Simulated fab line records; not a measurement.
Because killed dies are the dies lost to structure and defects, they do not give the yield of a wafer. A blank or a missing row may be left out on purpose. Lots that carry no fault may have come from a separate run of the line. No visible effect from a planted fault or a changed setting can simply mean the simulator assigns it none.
A lot that was struck, set against a sound lot / flow sky130 / 16 out of 708 route steps
Sound: these wafers, L236.2, L236.3, L236.4. Struck: wafers L250.1, L250.3, L250.6. Last of all comes the cause.
Order at every step that has rows: each side's tool, ch and its chambers, its first start. Under that, the readings that differ: sound wafers / struck wafers / difference of the means / sigmas: that difference in standard deviations of wafers without a fault.
alike: a reading whose means differ by less than 2 such deviations, as well as words and numbers matching on both sides. not compared: withheld readings; readings where some wafer has no value; bounds like >300 that might hide an equal value; numbers whose values overlap and for which the record gives no deviation.
The two part at a step that has a row with sigmas, a row that says differs or no value, or rows on one side only. Numbers that have no deviation but don't overlap get no sigmas and don't part them. A reading that every wafer of one side lacks parts them only if that side has two wafers or more.

first, 3 steps without rows for these wafers: SKY_LI_CONTACT_EXPOSE_09 (exposes mask LICM1, target cd 170 nm); SKY_LI_CONTACT_PEB_10; SKY_LI_CONTACT_DEVELOP_11 (develop time 60 s).
SKY_LI_CONTACT_CD_MEAS_12 targets a cd of 170 nm.
  struck on cdSem-01, day 33 18:46; sound on cdSem-01, day 28 18:41
  alike: cdNm
SKY_LI_CONTACT_OVL_MEAS_13:
  struck on overlay-01, day 33 18:53; sound on overlay-01, day 28 18:47
reading=LI_CONTACT_OVL (nm); sound=-6 -12 -8; struck=5 3 6; difference=+13; sigmas=+3
SKY_LI_CONTACT_ETCH_14: etches BARC in N2/H2, stops on SiO2, time 45.9 s, target depth 60 nm.
  sound on rieDiel-03 ch 0,2,3, day 28 18:49; struck on rieDiel-03 ch 0,1,2, day 33 18:55
  alike: drypumpMotorCurrentA, oesProductAu, rfFwdPowerW, throttleValvePct
  not compared: rfHoursCounterH
SKY_LI_CONTACT_ETCH_15: etches PSG in C4F8/O2/Ar, stops on Si, target depth 600 nm.
  sound on rieDiel-03 ch 0,2,3, day 28 18:52; struck on rieDiel-03 ch 0,1,2, day 33 18:58
  alike: oesProductAu, rfFwdPowerW
SKY_LI_CONTACT_STRIP_16: strips in O2/N2.
  sound on plasmaAsher-03 ch 0,1, day 28 18:57; struck on plasmaAsher-02 ch 0, day 33 19:02
  alike: drypumpMotorCurrentA, oesProductAu, stripTimeToEndpointS
  not compared: rfHoursCounterH
then, 2 steps without rows for these wafers: SKY_LI_CONTACT_CLEAN_17 (cleans in NMP, time 600 s); SKY_LI_CONTACT_PRE_CLEAN_18 (time 5.6 s).
SKY_LI_CONTACT_SPUTTER_19: material Ti, target thk 20 nm, time 106.37 s.
  struck on pvdSputter-02, day 33 19:20; sound on pvdSputter-01, day 28 19:14
  alike: throttleValvePct
SKY_LI_CONTACT_SPUTTER_20: material TiN, target thk 20 nm, time 80 s.
  struck on pvdSputter-02, day 33 19:25; sound on pvdSputter-01, day 28 19:19
  alike: throttleValvePct
SKY_LI_CONTACT_CVD_21: deposits W, target thk 400 nm, time 120.56 s.
  sound on cvdW-01 ch 0,1, day 28 19:23; struck on cvdW-02 ch 0, day 33 19:28
reading=chamberPressureTorr (Torr); sound=39.78 39.97 40.05; struck=46.32 46.37 46.21; difference=+6.37; sigmas=+68
reading=model.W_of_LI_CONTACT_CVD_21.thkNm (nm); sound=402.4 402.7 406.3; struck=433.1 432.3 431.3; difference=+28.4; sigmas=
  alike: heaterPowerW
SKY_LI_CONTACT_RS_MEAS_22: a four-point-probe measurement.
  struck on filmMetro-02, day 33 19:36; sound on filmMetro-01, day 28 19:32
reading=LI_CONTACT_W_RS (ohm/sq); sound=0.283 0.282 0.280; struck=0.262 0.263 0.264; difference=-0.019; sigmas=-5
SKY_LI_CONTACT_THK_MEAS_23: measures by xrf.
  struck on filmMetro-02, day 33 19:43; sound on filmMetro-01, day 28 19:38
  alike: LI_CONTACT_W_THK
-- a jump in the record: the struck wafers' starts before and after are 15 days apart (it breaks off in module LI_CONTACT and resumes in module PAD_OPEN, where the first step shown is number 708 of the route) --
SKY_PAD_OPEN_PROBE_99:
  struck on prober-02, day 49 02:38; sound on prober-01, day 45 15:23
  alike: killed_at_M0_to_M3, killed_at_M4_up, killedAtContacts, killedAtFrontEnd, killedAtOther, killedDies, killedOpen, killedShort

WHERE THEY PART
First at SKY_LI_CONTACT_OVL_MEAS_13; last, within this record, at SKY_LI_CONTACT_RS_MEAS_22. Later steps at which nothing parts them and some readings are alike: SKY_LI_CONTACT_THK_MEAS_23, SKY_PAD_OPEN_PROBE_99.

WHY: what the simulator had put in
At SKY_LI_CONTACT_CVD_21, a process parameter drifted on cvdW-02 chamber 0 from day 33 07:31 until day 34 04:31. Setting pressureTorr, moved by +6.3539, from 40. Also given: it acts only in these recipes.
